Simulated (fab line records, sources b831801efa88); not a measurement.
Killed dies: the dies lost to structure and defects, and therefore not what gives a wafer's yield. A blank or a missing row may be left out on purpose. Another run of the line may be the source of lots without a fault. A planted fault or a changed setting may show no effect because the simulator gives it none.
fab line records	flow sky130
record: lots: 11	wafers: 33	last-day: 50
route steps=708 shown METAL2@500 METAL4@634 PAD_OPEN@696
lots with no fault: from the same line, run without faults
start-h: hours from the record's first day to the start of the lot's first wafer shown	wait-h: hours since the lot's step before	" unchanged from the row above	L1.1+2: several wafers, shown together as one row	- no value, or no start given	* or withheld: withheld	< > ~ a bound
route shown NAME@n: names a module that has steps shown in the file, with the first one's number in the route	usual: mean and standard deviation over wafers with no fault	same: alike in all rows	chamber/n: place in a boat	sites: each site's reading	_std_site: standard deviation of those values	_edge_site: inner sites' mean taken away from outer sites' mean	radius-mm: how far each site lies from the wafer's centre	mask NAME#n: copy n	behind: the last tool/chamber to shape the wafer	hold: the reason the lot was held/the length of the hold in hours/how it ended	device: names the non-switching transistor (n, p or np)	end of line: tests run on the same wafers once the route is complete	for a step that has no rows: nothing shown but its recipe	killed: the dies lost at the first sort to structure and to defects; this is not the yield of the wafer	map: a wafer's dies, x killed, . not, _ none there
set.NAME: the setting as run; set.NAME@STEP: as run at that earlier step	model.NAME: the simulator's own value behind a step, which no gauge read
the route's steps for a sample of lots (tables are steps, rows are wafers)
services: the hour from which a tool's chamber was out of use, counted from the record's first day as start-h (under 0 if before that day), plus the number of hours and why
== steps ==
step: SKY_METAL2_DESCUM_17
recipe: chemistry: O2	source-power-w: 150	bias-power-w: 0	pressure-mtorr: 10	temp-c: 40	time-s: 8
usual: drypump-motor-current-A: 5.58/0.3	oes-product-au: 1.005/0.012	temp-c: 40.00/0.11
lot.wafer	tool	chamber	start-h	wait-h	drypump-motor-current-A	oes-product-au	rf-hours-counter-h	temp-c
L264.3	rie-metal-04	0	832.78	0.0	5.77	0.985	-	40.19
L264.5	"	0	"	"	5.75	0.999	-	40.19
L264.6	"	1	"	"	5.19	1.004	-	40.04
L266.2	rie-metal-03	1	852.12	0.0	5.77	1.001	6	40.09
L266.3	"	1	"	"	5.75	0.997	-	40.02
L266.5	"	1	"	"	5.75	0.998	-	39.82
L267.1	rie-metal-01	0	855.67	0.0	6.04	0.998	8	39.77
L267.5	"	0	"	"	6.06	0.999	-	39.79
L267.6	"	1	"	"	5.07	1.002	-	39.89
L269.1	rie-metal-04	1	870.73	0.0	5.17	1.007	2	39.88
L269.2	"	0	"	"	5.78	0.994	14	39.83
L269.3	"	0	"	"	5.77	0.993	-	39.86
L271.1	rie-metal-04	1	890.57	0.0	5.18	1.004	3	39.98
L271.5	"	1	"	"	5.18	1.012	-	39.89
L271.6	"	0	"	"	5.78	0.991	-	40.06
L272.2	rie-metal-03	1	895.32	0.0	5.83	0.996	9	39.96
L272.3	"	0	"	"	5.60	1.017	-	40.01
L272.6	"	0	"	"	5.59	1.019	-	40.02
L274.2	rie-metal-04	0	913.62	0.0	5.77	0.996	16	40.14
L274.3	"	1	"	"	5.17	1.000	-	40.21
L274.5	"	0	"	"	5.76	0.988	-	39.98
L275.3	rie-metal-01	0	917.53	0.0	6.05	1.008	-	40.06
L275.4	"	1	"	"	5.16	1.002	-	40.06
L275.6	"	0	"	"	6.02	1.004	-	40.13
L282.1	rie-metal-03	0	968.12	0.0	5.57	1.020	20	40.17
L282.2	"	1	"	"	5.75	0.989	12	40.01
L282.4	"	0	"	"	5.57	1.024	-	40.00
L283.3	rie-metal-03	0	971.74	0.0	5.54	1.029	-	40.07
L283.5	"	0	"	"	5.57	1.023	-	40.03
L283.6	"	0	"	"	5.58	1.027	-	40.18
L284.3	rie-metal-03	0	982.24	0.0	5.57	1.019	-	39.99
L284.4	"	0	"	"	5.54	1.022	-	40.21
L284.5	"	0	"	"	5.54	1.021	-	40.07
step: SKY_METAL2_ETCH_18
recipe: chemistry: N2/H2	target: BARC	ion-energy-ev: 200	bias-w: 100	pressure-mtorr: 30	n2-flow-sccm: 100	h2-flow-sccm: 200	icp-w: 500	stop-on: SiO2	time-s: 45.9	target-depth-a: 600
usual: drypump-motor-current-A: 5.6/0.3	oes-product-au: 0.854/0.0048	throttle-valve-pct: 13.224/0.0098
lot.wafer	tool	chamber	start-h	wait-h	drypump-motor-current-A	oes-product-au	rf-hours-counter-h	throttle-valve-pct
L264.3	rie-metal-04	0	832.82	0.0	5.8	0.851	-	13.218
L264.5	"	0	"	"	5.8	0.852	-	13.208
L264.6	"	1	"	"	5.2	0.861	-	13.220
L266.2	rie-metal-03	1	852.15	0.0	5.8	0.854	6	13.229
L266.3	"	1	"	"	5.8	0.863	-	13.220
L266.5	"	1	"	"	5.8	0.860	-	13.233
L267.1	rie-metal-01	0	855.70	0.0	6.1	0.854	8	13.220
L267.5	"	0	"	"	6.0	0.856	-	13.252
L267.6	"	1	"	"	5.1	0.854	-	13.221
L269.1	rie-metal-04	1	870.76	0.0	5.2	0.858	3	13.206
L269.2	"	0	"	"	5.8	0.857	14	13.251
L269.3	"	0	"	"	5.8	0.853	-	13.221
L271.1	rie-metal-04	1	890.60	0.0	5.2	0.859	3	13.208
L271.5	"	1	"	"	5.2	0.859	-	13.217
L271.6	"	0	"	"	5.8	0.855	-	13.225
L272.2	rie-metal-03	1	895.35	0.0	5.8	0.859	9	13.234
L272.3	"	0	"	"	5.6	0.853	-	13.213
L272.6	"	0	"	"	5.6	0.858	-	13.223
L274.2	rie-metal-04	0	913.65	0.0	5.8	0.853	16	13.223
L274.3	"	1	"	"	5.2	0.855	-	13.235
L274.5	"	0	"	"	5.8	0.850	-	13.240
L275.3	rie-metal-01	0	917.57	0.0	6.1	0.848	-	13.220
L275.4	"	1	"	"	5.1	0.855	-	13.223
L275.6	"	0	"	"	6.1	0.853	-	13.240
L282.1	rie-metal-03	0	968.15	0.0	5.6	0.847	20	13.226
L282.2	"	1	"	"	5.8	0.855	12	13.227
L282.4	"	0	"	"	5.6	0.847	-	13.223
L283.3	rie-metal-03	0	971.82	0.1	5.6	0.852	-	13.221
L283.5	"	0	"	"	5.6	0.861	-	13.247
L283.6	"	0	"	"	5.6	0.841	-	13.216
L284.3	rie-metal-03	0	982.32	0.1	5.6	0.854	-	13.221
L284.4	"	0	"	"	5.6	0.854	-	13.235
L284.5	"	0	"	"	5.6	0.854	-	13.221
step: SKY_METAL4_METAL_ETCH_18
recipe: target-depth-a: 8450	stop-on: SiO2	over-etch-frac: 0.3	time-s: 183.1	chemistry: Cl2/BCl3	resist-sidewall-deg: 88	pressure-mtorr: 10	icp-w: 900	bias-w: 48.5	Cl2_flow_sccm: 60	bcl3-flow-sccm: 30
usual: bcl3-flow-sccm: 30.00/0.088	drypump-motor-current-A: 5.6/0.34	oes-product-au: 0.863/0.0072	throttle-valve-pct: 22.263/0.0096
lot.wafer	tool	chamber	start-h	wait-h	bcl3-flow-sccm	drypump-motor-current-A	oes-product-au	rf-hours-counter-h	throttle-valve-pct
L264.3	rie-metal-01	1	990.42	0.1	30.10	5.1	0.852	-	22.264
L264.5	"	0	"	"	29.95	6.1	0.853	-	22.258
L264.6	"	1	"	"	29.93	5.1	0.851	-	22.265
L266.2	rie-metal-03	1	1006.72	0.0	30.02	5.8	0.867	15	22.270
L266.3	"	0	"	"	30.02	5.6	0.867	-	22.246
L266.5	"	1	"	"	30.01	5.8	0.864	-	22.251
L267.1	rie-metal-01	1	1010.12	0.0	30.07	5.1	0.863	19	22.256
L267.5	"	1	"	"	29.96	5.1	0.871	-	22.271
L267.6	"	0	"	"	30.01	6.0	0.870	-	22.269
L269.1	rie-metal-03	0	1024.97	0.0	30.10	5.6	0.860	25	22.262
L269.2	"	1	"	"	30.21	5.8	0.855	16	22.262
L269.3	"	1	"	"	30.14	5.8	0.861	-	22.252
L271.1	rie-metal-03	1	1042.52	0.0	30.02	5.8	0.860	17	22.270
L271.5	"	0	"	"	30.11	5.6	0.876	-	22.268
L271.6	"	1	"	"	30.01	5.8	0.867	-	22.270
L272.2	rie-metal-01	1	1046.14	0.0	30.14	5.1	0.856	21	22.259
L272.3	"	1	"	"	29.98	5.1	0.874	-	22.269
L272.6	"	1	"	"	30.09	5.1	0.851	-	22.265
L274.2	rie-metal-03	1	1061.09	0.0	29.94	5.8	0.868	19	22.270
L274.3	"	0	"	"	30.00	5.6	0.872	-	22.247
L274.5	"	1	"	"	29.86	5.8	0.865	-	22.273
L275.3	rie-metal-03	1	1065.73	0.1	29.97	5.8	0.863	-	22.254
L275.4	"	0	"	"	29.98	5.6	0.867	-	22.253
L275.6	"	1	"	"	30.00	5.8	0.863	-	22.263
L282.1	rie-metal-03	0	1107.87	0.0	29.94	5.6	0.866	31	22.257
L282.2	"	1	"	"	29.88	5.8	0.853	22	22.260
L282.4	"	1	"	"	29.97	5.8	0.858	-	22.261
L283.3	rie-metal-03	0	1111.98	0.1	30.13	5.6	0.860	-	22.258
L283.5	"	0	"	"	30.00	5.6	0.855	-	22.259
L283.6	"	1	"	"	29.94	5.8	0.861	-	22.254
L284.3	rie-metal-01	0	1120.03	0.1	30.04	6.1	0.863	-	22.258
L284.4	"	1	"	"	30.03	5.1	0.862	-	22.262
L284.5	"	0	"	"	30.05	6.1	0.852	-	22.272
step: SKY_PAD_OPEN_COAT_02
recipe: spin-rpm: 2000	resist-thk-nm: 3000
usual: resist-line-temp-C: 22.98/0.12	spin-speed-rpm: 2000.0/1.3
lot.wafer	tool	chamber	start-h	wait-h	resist-line-temp-C	spin-speed-rpm
L264.3	litho-track-02	0	1071.36	0.1	22.97	2000.2
L264.5	"	0	"	"	22.93	2001.3
L264.6	"	0	"	"	22.99	2000.6
L266.2	litho-track-01	0	1086.64	0.1	23.11	1998.8
L266.3	"	0	"	"	22.97	1999.2
L266.5	"	0	"	"	23.06	1998.6
L267.1	litho-track-02	0	1089.91	0.1	23.07	2000.0
L267.5	"	0	"	"	23.03	2001.4
L267.6	"	0	"	"	23.02	2000.2
L269.1	litho-track-03	0	1103.76	0.1	22.90	1999.1
L269.2	"	0	"	"	22.93	1998.7
L269.3	"	0	"	"	23.08	2001.1
L271.1	litho-track-02	0	1117.56	0.1	22.89	2000.7
L271.5	"	0	"	"	23.04	2002.3
L271.6	"	0	"	"	23.03	1997.8
L272.2	litho-track-02	0	1121.94	0.1	23.00	1996.8
L272.3	"	0	"	"	23.22	1999.8
L272.6	"	0	"	"	23.24	1997.5
L274.2	litho-track-02	0	1133.79	0.1	22.89	2048.2
L274.3	"	0	"	"	22.94	2044.0
L274.5	"	0	"	"	22.98	2048.7
L275.3	litho-track-02	0	1138.86	0.1	23.00	2047.5
L275.4	"	0	"	"	23.02	2046.5
L275.6	"	0	"	"	22.95	2048.3
L282.1	litho-track-01	0	1174.87	0.1	22.74	2000.6
L282.2	"	0	"	"	22.68	2000.0
L282.4	"	0	"	"	22.77	1999.1
L283.3	litho-track-01	0	1178.02	0.1	22.99	2000.9
L283.5	"	0	"	"	23.03	1998.4
L283.6	"	0	"	"	23.09	2002.4
L284.3	litho-track-03	0	1184.16	0.1	22.76	1999.8
L284.4	"	0	"	"	23.13	1997.9
L284.5	"	0	"	"	22.60	2000.0
step: SKY_PAD_OPEN_PROBE_99
usual: defect-limited-yield: 82.9/2	killed_at_M0_to_M3: 43/7	killed_at_M4_up: 3.0/1.9	killed-at-contacts: 24/4.6	killed-at-front-end: 15/4.1	killed-at-other: 0.3/0.52	killed-dies: 84/9.7	killed-on-rim: 16/3.6	killed-open: 46/6.9	killed-short: 38/6.8	sort_bin_3_pad_short: 0.8/0.41	sort_bin_5_function: 10.2/1.5	sort_bin_6_memory: 6.1/1.1	sort-n-pass: 408/9.7	sort-yield-pct: 82.9/2
same: gross-dies: 492	killed-at-back-side: 0	sort_bin_4_leakage[%]: 0	sort_bin_8_speed[%]: 0
lot.wafer	tool	chamber	start-h	wait-h	defect-limited-yield[%]	killed_at_M0_to_M3	killed_at_M4_up	killed-at-contacts	killed-at-front-end	killed-at-other	killed-dies	killed-on-rim	killed-open	killed-short	sort_bin_3_pad_short[%]	sort_bin_5_function[%]	sort_bin_6_memory[%]	sort-n-pass	sort-yield-pct[%]
L264.3	prober-01	-	1084.59	0.2	82.3	41	1	24	20	1	87	17	44	43	1.6	10.4	5.7	405	82.3
L264.5	prober-01	-	1084.69	0.2	81.9	41	3	23	21	1	89	20	56	33	0.4	11.2	6.5	403	81.9
L264.6	prober-01	-	1084.74	0.2	83.5	37	4	22	18	0	81	18	46	33	0.8	10.6	5.1	411	83.5
L266.2	prober-01	-	1098.67	0.1	82.5	47	4	25	9	1	86	14	53	33	0.4	10.8	6.3	406	82.5
L266.3	prober-01	-	1098.72	0.2	83.9	41	2	15	20	1	79	12	44	35	0.6	9.3	6.1	413	83.9
L266.5	prober-01	-	1098.82	0.2	83.5	39	3	26	13	0	81	16	44	37	1.2	9.6	5.7	411	83.5
L267.1	prober-02	-	1102.36	0.1	81.3	45	8	24	15	0	92	19	52	40	1.8	10.8	6.1	400	81.3
L267.5	prober-02	-	1102.56	0.2	82.1	41	4	20	23	0	88	14	51	37	0.6	11.4	5.9	404	82.1
L267.6	prober-02	-	1102.61	0.2	80.7	50	1	25	19	0	95	15	55	40	0.8	10.8	7.7	397	80.7
L269.1	prober-02	-	1116.20	0.1	81.3	53	1	24	14	0	92	21	45	46	0.4	9.8	8.5	400	81.3
L269.2	prober-02	-	1116.25	0.1	79.5	52	2	26	21	0	101	20	53	47	0.6	14.8	5.1	391	79.5
L269.3	prober-02	-	1116.30	0.2	82.1	40	1	28	18	1	88	23	43	45	0.8	10.4	6.7	404	82.1
L271.1	prober-02	-	1130.43	0.1	80.5	53	3	27	13	0	96	19	48	48	1.6	13.2	4.7	396	80.5
L271.5	prober-02	-	1130.63	0.2	82.5	47	6	17	16	0	86	13	44	42	1.0	9.3	7.1	406	82.5
L271.6	prober-02	-	1130.68	0.2	81.3	50	3	18	21	0	92	18	49	43	1.0	10.4	7.3	400	81.3
L272.2	prober-01	-	1133.83	0.1	79.3	45	4	37	15	1	102	19	57	44	0.8	12.8	7.1	390	79.3
L272.3	prober-01	-	1133.88	0.2	81.5	48	5	20	18	0	91	21	53	37	0.6	11.2	6.7	401	81.5
L272.6	prober-01	-	1134.03	0.2	85.2	32	4	24	13	0	73	10	42	31	0.8	8.1	5.9	419	85.2
L274.2	prober-02	-	1145.73	0.1	81.3	43	2	30	17	0	92	20	47	45	1.2	12.0	5.5	400	81.3
L274.3	prober-02	-	1145.78	0.2	78.7	55	6	26	17	1	105	20	47	55	0.8	11.2	9.3	387	78.7
L274.5	prober-02	-	1145.88	0.2	83.3	41	3	25	12	1	82	15	44	36	0.8	10.8	5.1	410	83.3
L275.3	prober-01	-	1151.03	0.2	82.9	47	5	15	16	1	84	14	43	38	1.8	10.0	5.3	408	82.9
L275.4	prober-01	-	1151.08	0.2	85.2	43	4	13	13	0	73	14	45	27	1.0	8.5	5.3	419	85.2
L275.6	prober-01	-	1151.18	0.2	86.2	33	0	19	16	0	68	12	39	28	0.8	8.7	4.3	424	86.2
L282.1	prober-02	-	1185.17	0.1	81.3	42	3	30	16	1	92	16	57	33	0.4	11.0	7.3	400	81.3
L282.2	prober-02	-	1185.22	0.1	85.8	37	1	22	10	0	70	15	43	27	0.2	8.5	5.5	422	85.8
L282.4	prober-02	-	1185.32	0.2	86.2	35	1	18	13	1	68	9	47	21	0.2	10.0	3.7	424	86.2
L283.3	prober-01	-	1188.63	0.2	86.4	32	3	22	8	2	67	11	37	29	0.8	7.3	5.5	425	86.4
L283.5	prober-01	-	1188.73	0.2	80.9	45	0	31	18	0	94	24	55	39	1.0	12.8	5.3	398	80.9
L283.6	prober-01	-	1188.78	0.2	86.2	29	8	22	9	0	68	16	34	34	1.2	7.5	5.1	424	86.2
L284.3	prober-02	-	1194.68	0.2	83.7	41	3	25	11	0	80	18	37	43	0.8	10.0	5.5	412	83.7
L284.4	prober-02	-	1194.73	0.2	82.1	40	4	30	14	0	88	18	37	51	0.8	10.2	6.9	404	82.1
L284.5	prober-02	-	1194.78	0.2	82.5	39	2	28	17	0	86	13	50	36	1.4	10.8	5.3	406	82.5
killed by level:class
L264.3 CONTACT:geometric-particle:open=9 VIA1:geometric-particle:short=9 VIA2:geometric-particle:open=7 LI_CONTACT:geometric-particle:open=6 POLY_GATE:geometric-particle:open=5 METAL2:geometric-particle:short=5 VIA3:geometric-particle:open=5 FIELD_ISO:geometric-particle:short=4
L264.5 VIA1:geometric-particle:open=14 FIELD_ISO:geometric-particle:open=8 CONTACT:geometric-particle:open=8 POLY_GATE:geometric-particle:open=6 VIA3:geometric-particle:open=6 VIA2:geometric-particle:open=5 LI_CONTACT:geometric-particle:open=5 CONTACT:geometric-particle:short=5
L264.6 CONTACT:geometric-particle:open=10 VIA1:geometric-particle:open=10 FIELD_ISO:geometric-particle:open=5 VIA1:geometric-particle:short=5 VIA2:geometric-particle:open=5 VIA3:geometric-particle:open=5 LI_CONTACT:geometric-particle:open=4 CONTACT:geometric-particle:short=4
L266.2 CONTACT:geometric-particle:open=11 METAL2:geometric-particle:short=10 VIA2:geometric-particle:open=9 LI_CONTACT:geometric-particle:open=7 VIA3:geometric-particle:open=6 VIA1:geometric-particle:open=5 POLY_GATE:geometric-particle:open=4 METAL1:geometric-particle:short=4
L266.3 VIA1:geometric-particle:open=9 LI_CONTACT:geometric-particle:open=8 VIA2:geometric-particle:open=6 VIA3:geometric-particle:open=6 POLY_GATE:geometric-particle:open=5 FIELD_ISO:geometric-particle:short=4 POLY_GATE:geometric-particle:short=4 METAL1:geometric-particle:short=4
L266.5 LI_CONTACT:geometric-particle:open=11 VIA1:geometric-particle:open=10 LOCAL_INTERCONNECT:geometric-particle:short=6 CONTACT:geometric-particle:open=6 VIA2:geometric-particle:open=6 VIA2:geometric-particle:short=5 POLY_GATE:geometric-particle:short=4 METAL2:geometric-particle:short=4
L267.1 CONTACT:geometric-particle:open=11 VIA1:geometric-particle:open=10 VIA1:geometric-particle:short=6 VIA3:geometric-particle:open=6 METAL1:geometric-particle:short=5 VIA3:geometric-particle:short=5 POLY_GATE:geometric-particle:open=4 LI_CONTACT:geometric-particle:short=4
L267.5 VIA2:geometric-particle:open=10 LI_CONTACT:geometric-particle:open=8 VIA1:geometric-particle:open=8 POLY_GATE:geometric-particle:open=7 POLY_GATE:geometric-particle:short=5 VIA3:geometric-particle:open=5 FIELD_ISO:geometric-particle:short=4 FIELD_ISO:geometric-particle:open=3
L267.6 VIA1:geometric-particle:open=10 VIA2:geometric-particle:open=9 METAL2:geometric-particle:short=8 LI_CONTACT:geometric-particle:open=7 VIA3:geometric-particle:open=7 CONTACT:geometric-particle:open=6 CONTACT:geometric-particle:short=6 POLY_GATE:geometric-particle:open=5
L269.1 VIA2:geometric-particle:open=11 VIA1:geometric-particle:short=11 CONTACT:geometric-particle:open=10 VIA3:geometric-particle:open=7 METAL1:geometric-particle:short=6 CONTACT:geometric-particle:short=5 VIA2:geometric-particle:short=5 FIELD_ISO:geometric-particle:open=4
L269.2 CONTACT:geometric-particle:open=10 VIA1:geometric-particle:open=8 METAL1:geometric-particle:short=7 VIA2:geometric-particle:open=7 LI_CONTACT:geometric-particle:open=7 VIA1:geometric-particle:short=6 METAL2:geometric-particle:short=6 VIA3:geometric-particle:open=6
L269.3 LI_CONTACT:geometric-particle:open=9 CONTACT:geometric-particle:open=7 FIELD_ISO:geometric-particle:short=6 VIA1:geometric-particle:open=6 METAL1:geometric-particle:short=5 VIA2:geometric-particle:open=5 VIA1:geometric-particle:short=5 VIA3:geometric-particle:open=5
L271.1 VIA1:geometric-particle:open=11 VIA2:geometric-particle:open=10 VIA2:geometric-particle:short=8 METAL1:geometric-particle:short=7 CONTACT:geometric-particle:open=6 CONTACT:geometric-particle:short=6 LOCAL_INTERCONNECT:geometric-particle:short=6 POLY_GATE:geometric-particle:open=4
L271.5 VIA1:geometric-particle:open=10 CONTACT:geometric-particle:open=7 METAL1:geometric-particle:short=6 VIA3:geometric-particle:open=6 FIELD_ISO:geometric-particle:short=5 VIA1:geometric-particle:short=5 VIA3:geometric-particle:short=5 VIA2:geometric-particle:open=4
L271.6 METAL1:geometric-particle:short=9 VIA3:geometric-particle:open=8 LI_CONTACT:geometric-particle:open=8 VIA1:geometric-particle:open=8 FIELD_ISO:geometric-particle:open=7 POLY_GATE:geometric-particle:short=7 VIA2:geometric-particle:open=7 VIA1:geometric-particle:short=6
L272.2 VIA2:geometric-particle:open=14 CONTACT:geometric-particle:open=12 LOCAL_INTERCONNECT:geometric-particle:short=7 LI_CONTACT:geometric-particle:open=7 CONTACT:geometric-particle:short=7 FIELD_ISO:geometric-particle:open=6 METAL1:geometric-particle:short=6 VIA1:geometric-particle:open=6
L272.3 METAL2:geometric-particle:short=10 VIA2:geometric-particle:open=10 CONTACT:geometric-particle:open=9 LI_CONTACT:geometric-particle:open=7 VIA1:geometric-particle:open=6 VIA3:geometric-particle:open=6 POLY_GATE:geometric-particle:open=5 POLY_GATE:geometric-particle:short=4
L272.6 CONTACT:geometric-particle:open=10 VIA1:geometric-particle:open=7 LI_CONTACT:geometric-particle:short=6 LI_CONTACT:geometric-particle:open=5 VIA2:geometric-particle:open=5 METAL2:geometric-particle:short=5 VIA3:geometric-particle:open=4 VIA1:geometric-particle:short=4
L274.2 LI_CONTACT:geometric-particle:open=9 CONTACT:geometric-particle:open=9 FIELD_ISO:geometric-particle:open=7 LOCAL_INTERCONNECT:geometric-particle:short=7 VIA1:geometric-particle:short=7 METAL2:geometric-particle:short=7 VIA2:geometric-particle:open=6 METAL1:geometric-particle:short=6
L274.3 VIA1:geometric-particle:open=15 METAL1:geometric-particle:short=9 CONTACT:geometric-particle:open=7 VIA1:geometric-particle:short=7 METAL2:geometric-particle:short=7 LI_CONTACT:geometric-particle:open=5 LI_CONTACT:geometric-particle:short=5 VIA3:geometric-particle:open=5
L274.5 CONTACT:geometric-particle:open=9 VIA1:geometric-particle:open=9 LI_CONTACT:geometric-particle:open=6 LOCAL_INTERCONNECT:geometric-particle:short=5 METAL1:geometric-particle:short=5 VIA2:geometric-particle:open=5 POLY_GATE:geometric-particle:open=4 CONTACT:geometric-particle:short=4
L275.3 VIA1:geometric-particle:open=11 VIA2:geometric-particle:open=11 METAL2:geometric-particle:short=10 FIELD_ISO:geometric-particle:open=5 CONTACT:geometric-particle:short=5 VIA1:geometric-particle:short=4 VIA3:geometric-particle:short=4 VIA3:geometric-particle:open=4
L275.4 VIA1:geometric-particle:open=14 CONTACT:geometric-particle:open=6 METAL1:geometric-particle:short=5 FIELD_ISO:geometric-particle:open=4 METAL1:geometric-particle:open=4 METAL2:geometric-particle:open=4 METAL2:geometric-particle:short=4 VIA2:geometric-particle:short=4
L275.6 VIA1:geometric-particle:open=8 LI_CONTACT:geometric-particle:open=6 CONTACT:geometric-particle:open=5 CONTACT:geometric-particle:short=5 VIA2:geometric-particle:open=5 VIA3:geometric-particle:open=5 POLY_GATE:geometric-particle:short=4 FIELD_ISO:geometric-particle:short=3
L282.1 VIA1:geometric-particle:open=14 CONTACT:geometric-particle:open=10 LI_CONTACT:geometric-particle:open=9 VIA3:geometric-particle:open=8 POLY_GATE:geometric-particle:short=6 LOCAL_INTERCONNECT:geometric-particle:short=6 VIA2:geometric-particle:open=5 METAL2:geometric-particle:short=4
L282.2 VIA1:geometric-particle:open=12 LI_CONTACT:geometric-particle:open=9 VIA3:geometric-particle:open=9 CONTACT:geometric-particle:open=5 FIELD_ISO:geometric-particle:open=4 CONTACT:geometric-particle:short=4 METAL2:geometric-particle:short=4 METAL3:geometric-particle:short=4
L282.4 VIA1:geometric-particle:open=13 CONTACT:geometric-particle:open=9 POLY_GATE:geometric-particle:open=5 LI_CONTACT:geometric-particle:open=5 METAL2:geometric-particle:short=5 VIA2:geometric-particle:open=4 VIA3:geometric-particle:open=4 FIELD_ISO:geometric-particle:open=2
L283.3 CONTACT:geometric-particle:open=9 VIA1:geometric-particle:open=7 VIA2:geometric-particle:open=5 VIA3:geometric-particle:open=5 CONTACT:geometric-particle:short=4 VIA1:geometric-particle:short=4 FIELD_ISO:geometric-particle:open=3 LI_CONTACT:geometric-particle:open=3
L283.5 CONTACT:geometric-particle:open=12 VIA3:geometric-particle:open=8 FIELD_ISO:geometric-particle:open=7 VIA1:geometric-particle:open=7 LI_CONTACT:geometric-particle:open=6 VIA2:geometric-particle:open=6 LOCAL_INTERCONNECT:geometric-particle:short=5 VIA2:geometric-particle:short=5
L283.6 CONTACT:geometric-particle:open=8 METAL2:geometric-particle:short=7 LI_CONTACT:geometric-particle:open=6 VIA1:geometric-particle:open=5 METAL4:geometric-particle:short=5 VIA2:geometric-particle:short=4 POLY_GATE:geometric-particle:open=3 LOCAL_INTERCONNECT:geometric-particle:short=3
L284.3 VIA1:geometric-particle:open=11 CONTACT:geometric-particle:short=9 CONTACT:geometric-particle:open=8 METAL2:geometric-particle:short=5 POLY_GATE:geometric-particle:open=4 METAL1:geometric-particle:short=4 VIA1:geometric-particle:short=4 VIA2:geometric-particle:short=4
L284.4 CONTACT:geometric-particle:open=10 CONTACT:geometric-particle:short=9 VIA1:geometric-particle:short=9 VIA1:geometric-particle:open=7 METAL2:geometric-particle:short=7 LI_CONTACT:geometric-particle:open=6 POLY_GATE:geometric-particle:short=5 LOCAL_INTERCONNECT:geometric-particle:short=4
L284.5 CONTACT:geometric-particle:open=12 LI_CONTACT:geometric-particle:open=7 VIA1:geometric-particle:open=7 VIA2:geometric-particle:open=6 POLY_GATE:geometric-particle:short=5 METAL2:geometric-particle:short=5 CONTACT:geometric-particle:short=5 FIELD_ISO:geometric-particle:open=4
== services ==
tool	chamber	start-h	hours	kind
rie-metal-01	1	839.05	4.0	repair
rie-metal-03	-	855.62	1.4	pm
rie-metal-04	-	908.11	0.5	repair
rie-metal-03	-	929.48	2.8	pm
rie-metal-04	0	960.89	-	clean
rie-metal-04	0	960.89	22.9	scheduled-down
rie-metal-04	0	960.89	22.9	vent-cycle
rie-metal-03	1	971.58	15.1	repair
rie-metal-04	-	975.46	55.4	repair
rie-metal-03	0	1112.81	-	clean
rie-metal-03	0	1112.81	18.1	scheduled-down
rie-metal-03	0	1112.81	18.1	vent-cycle
rie-metal-01	1	1151.06	-	clean
rie-metal-01	1	1151.06	-	consumable-replace:focus-ring
rie-metal-01	1	1151.06	14.1	scheduled-down
rie-metal-01	1	1151.06	14.1	vent-cycle
rie-metal-01	0	1152.52	5.0	repair
rie-metal-01	1	1173.65	4.0	repair
== key ==
first-sign: step: SKY_PAD_OPEN_COAT_02	reading: spin-speed-rpm	direction: up	sigmas: 35	usual: 2000.0	struck: 2047.2
effect none on later readings
met-at SKY_PAD_OPEN_COAT_02
struck-lots L274,L275
not-acting-at SKY_METAL2_DESCUM_17,SKY_METAL2_ETCH_18,SKY_METAL4_METAL_ETCH_18
onset-between 1121.94 1133.79
fault: kind: process-parameter-drift	tool: litho-track-02	chamber: -	onset-h: 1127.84	steps: SKY_PAD_OPEN_COAT_02	channel: spin-rpm	offset: 47.401	shape: step	end-h: 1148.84	acts-in: these-recipes-only	stated: 2000
